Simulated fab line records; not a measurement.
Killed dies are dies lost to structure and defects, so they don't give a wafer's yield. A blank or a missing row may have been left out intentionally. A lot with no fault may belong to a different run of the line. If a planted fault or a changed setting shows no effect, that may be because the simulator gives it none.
Which tool is to blame? | flow sfq line | 43 wafers from 15 lots sampled at 5 of the route's 325 steps

## WHAT EACH GAUGE READ, for each wafer
SFQ_L0_THK_MEAS_902: measures by xrf.
lot  | measured    | on            | L0_MONX_KI_THK (nm)
L450 | day 1 12:41 | film metro-02 | 39.6 39.6 40.0
L451 | day 1 17:41 | film metro-04 | 40.4 40.4 39.5
L452 | day 1 22:41 | film metro-02 | 39.6 38.9 39.1
L454 | day 2 08:41 | film metro-02 | 39.8 39.6 39.7
L455 | day 2 13:41 | film metro-04 | 40.7 39.6 39.9
L457 | day 2 23:41 | film metro-02 | 40.5 39.8 39.7
L458 | day 3 04:41 | film metro-01 | 38.9 39.2 39.0
L459 | day 3 09:41 | film metro-01 | 40.5 40.4 40.0
L460 | day 3 14:41 | film metro-01 | 39.5 38.9 39.2
L461 | day 3 19:41 | film metro-01 | 40.3 40.1
L462 | day 4 00:41 | film metro-01 | 39.8 39.5
L469 | day 5 11:41 | film metro-04 | 40.3 40.7 40.4
L471 | day 5 21:42 | film metro-04 | 39.1 39.9 39.4
L472 | day 6 02:41 | film metro-01 | 38.9 39.9 38.4
L473 | day 6 07:41 | film metro-04 | 39.8 39.1 38.8

SFQ_M0_OVL_MEAS_906.
lot  | measured     | on         | M0_OVL (nm)
L450 | day 11 17:23 | overlay-02 | -3 -11 -7
L451 | day 12 02:20 | overlay-02 | -7 -5 -5
L452 | day 12 07:09 | overlay-01 | -18 -10 -21
L454 | day 13 00:37 | overlay-02 | 4 -9 3
L455 | day 13 04:41 | overlay-02 | -10 -8 -4
L457 | day 13 20:59 | overlay-02 | -5 -13 -8
L458 | day 14 06:36 | overlay-02 | -2 -11 3
L459 | day 14 11:23 | overlay-02 | -6 1 -2
L460 | day 14 20:03 | overlay-01 | -20 -20 -17
L461 | day 15 10:27 | overlay-01 | -11 -15
L462 | day 15 22:27 | overlay-01 | 2 0
L469 | day 19 01:13 | overlay-02 | 2 -4 3
L471 | day 19 18:01 | overlay-02 | -4 0 3
L472 | day 20 02:32 | overlay-01 | -9 -14 -8
L473 | day 20 12:08 | overlay-02 | -7 -9 -8

SFQ_I1_BOW_MEAS_912.
lot  | measured     | on            | I1_BOW (um)
L450 | day 22 05:26 | film metro-04 | 9 3 3
L451 | day 23 21:45 | film metro-01 | 16 20 9
L452 | day 24 06:46 | film metro-01 | -10 -9 -23
L454 | day 25 09:48 | film metro-02 | 17 -5 8
L455 | day 25 17:08 | film metro-01 | 7 4 5
L457 | day 26 17:04 | film metro-02 | -5 -7 -3
L458 | day 26 23:09 | film metro-02 | 14 5 11
L459 | day 27 07:39 | film metro-04 | -3 -3 -7 - - -
L460 | day 27 15:28 | film metro-02 | -5 -1 -4
L461 | day 28 02:51 | film metro-01 | -2 9 - -
L462 | day 28 14:51 | film metro-01 | 2 7 - -
L469 | day 32 15:14 | film metro-02 | 7 11 -2
L471 | day 33 08:04 | film metro-04 | -20 -7 -4
L472 | day 33 18:16 | film metro-01 | 6 -3 -7
L473 | day 34 03:14 | film metro-01 | 5 6 2

## WHAT TOOL EACH LOT RAN ON (gives the tool, then ch and the chambers of the sampled wafers, and finally the start)
lot  | SFQ_TRILAYER_L0_VIA_BARC_OPEN_VIA_ETCH_021 | SFQ_TRILAYER_I1_CMP_CMP_046
L450 | rie diel-01 ch 2,3, day 7 10:40            | cmp-02 ch 1,2,3, day 22 02:56
L451 | rie diel-04 ch 2,3, day 7 19:04            | cmp-02 ch 0,3, day 23 19:15
L452 | rie diel-03 ch 0,3, day 8 03:28            | cmp-02 ch 0,3, day 24 04:15
L454 | rie diel-01 ch 1,2, day 8 19:56            | cmp-02 ch 1,2, day 25 07:18
L455 | rie diel-01 ch 0,2,3, day 8 23:32          | cmp-01 ch 0,1,3, day 25 14:38
L457 | rie diel-01 ch 1,3, day 9 21:22            | cmp-01 ch 0,1,2, day 26 15:04
L458 | rie diel-01 ch 0,1, day 10 05:46           | cmp-01 ch 0,3, day 26 20:38
L459 | rie diel-01 ch 1,3, day 10 09:22           | cmp-01 ch 0,1,3, day 27 05:09
L460 | rie diel-04 ch 2,3, day 10 15:22           | cmp-02 ch 0,1, day 27 12:27
L461 | rie diel-04 ch 0,3, day 10 22:34           | cmp-01 ch 0,1, day 27 23:51
L462 | rie diel-01 ch 1,3, day 11 06:37           | cmp-01 ch 1,3, day 28 12:21
L469 | rie diel-03 ch 2,3, day 13 09:31           | cmp-02 ch 2,3, day 32 12:14
L471 | rie diel-01 ch 2,3, day 14 00:38           | cmp-01 ch 0,1,2, day 33 06:01
L472 | rie diel-04 ch 1,2,3, day 14 07:50         | cmp-02 ch 1,2,3, day 33 15:44
L473 | rie diel-01 ch 0,3, day 14 15:02           | cmp-02 ch 0,2, day 34 00:44
- SFQ_TRILAYER_L0_VIA_BARC_OPEN_VIA_ETCH_021: etches BARC in O2, target depth 125 nm, time 41.7 s.
- SFQ_TRILAYER_I1_CMP_CMP_046: polishes SiO2.

## WHAT THE TOOLS THEMSELVES READ (means of the sampled wafers that have a number; where no wafer has one, the mark that the record gives instead)
SFQ_TRILAYER_L0_VIA_BARC_OPEN_VIA_ETCH_021.
lot  | tool        | chamber pressure mTorr (mTorr) | drypump motor current A (A) | oes product au (a.u.)
L450 | rie diel-01 | 30.000                         | 6.0                         | 0.686
L451 | rie diel-04 | 30.026                         | 5.8                         | 0.684
L452 | rie diel-03 | 29.990                         | 5.3                         | 0.689
L454 | rie diel-01 | 29.979                         | 5.6                         | 0.683
L455 | rie diel-01 | 29.985                         | 6.0                         | 0.685
L457 | rie diel-01 | 30.008                         | 5.7                         | 0.688
L458 | rie diel-01 | 30.009                         | 5.8                         | 0.682
L459 | rie diel-01 | 30.021                         | 5.7                         | 0.684
L460 | rie diel-04 | 29.973                         | 5.9                         | 0.682
L461 | rie diel-04 | 29.998                         | 5.3                         | 0.681
L462 | rie diel-01 | 29.995                         | 5.7                         | 0.683
L469 | rie diel-03 | 29.997                         | 5.4                         | 0.687
L471 | rie diel-01 | 29.972                         | 6.0                         | 0.689
L472 | rie diel-04 | 30.035                         | 5.9                         | 0.683
L473 | rie diel-01 | 29.987                         | 6.0                         | 0.689

SFQ_TRILAYER_I1_CMP_CMP_046.
lot  | tool   | head pressure psi (psi) | motor current A (A) | slurry flow ml min | time to endpoint s (s)
L450 | cmp-02 | 3.005                   | 9.3                 | 150.0              | 219
L451 | cmp-02 | 2.998                   | 8.9                 | 150.1              | 207
L452 | cmp-02 | 2.994                   | 9.3                 | 149.5              | 213
L454 | cmp-02 | 3.002                   | 9.3                 | 150.5              | 215
L455 | cmp-01 | 3.003                   | 9.9                 | 150.1              | 217
L457 | cmp-01 | 3.000                   | 9.3                 | 150.1              | 216
L458 | cmp-01 | 3.005                   | 9.9                 | 150.0              | 213
L459 | cmp-01 | 3.006                   | 9.7                 | 150.0              | 232
L460 | cmp-02 | 2.994                   | 9.1                 | 150.4              | 211
L461 | cmp-01 | 2.999                   | 8.8                 | 149.6              | 253
L462 | cmp-01 | 3.000                   | 9.7                 | 150.1              | 245
L469 | cmp-02 | 2.998                   | 9.4                 | 150.0              | 207
L471 | cmp-01 | 3.006                   | 9.2                 | 149.6              | 212
L472 | cmp-02 | 2.991                   | 9.1                 | 149.9              | 215
L473 | cmp-02 | 3.008                   | 8.4                 | 149.6              | 221

## THE ANSWER, worked out from the rows above alone
Rule: the usual values come from the lots themselves. Put in order of their means at a reading, lots are off if they are a third of the lots or fewer, leave a main group of 4 or more, and stand apart from it by a gap of 3 or more times the standard deviation of the main group's means; of several such gaps the widest counts. The tables above print the reading to a certain number of digits; a main group whose means all agree to those digits is not used. Also off: a lot with no number at a reading for which 4 or more lots have one. Any other lot the step has rows for is counted as sound. Order of review: gauges by route order, followed by the tools' own readings, for which a lot's mean as printed above is used. At the first step where some lot is off, the reading lying furthest off is the one used; lots without a number count as furthest.
Nothing can be told from this: no lot is off at any reading shown.

## WHAT HAD BEEN PUT IN BY THE SIMULATOR
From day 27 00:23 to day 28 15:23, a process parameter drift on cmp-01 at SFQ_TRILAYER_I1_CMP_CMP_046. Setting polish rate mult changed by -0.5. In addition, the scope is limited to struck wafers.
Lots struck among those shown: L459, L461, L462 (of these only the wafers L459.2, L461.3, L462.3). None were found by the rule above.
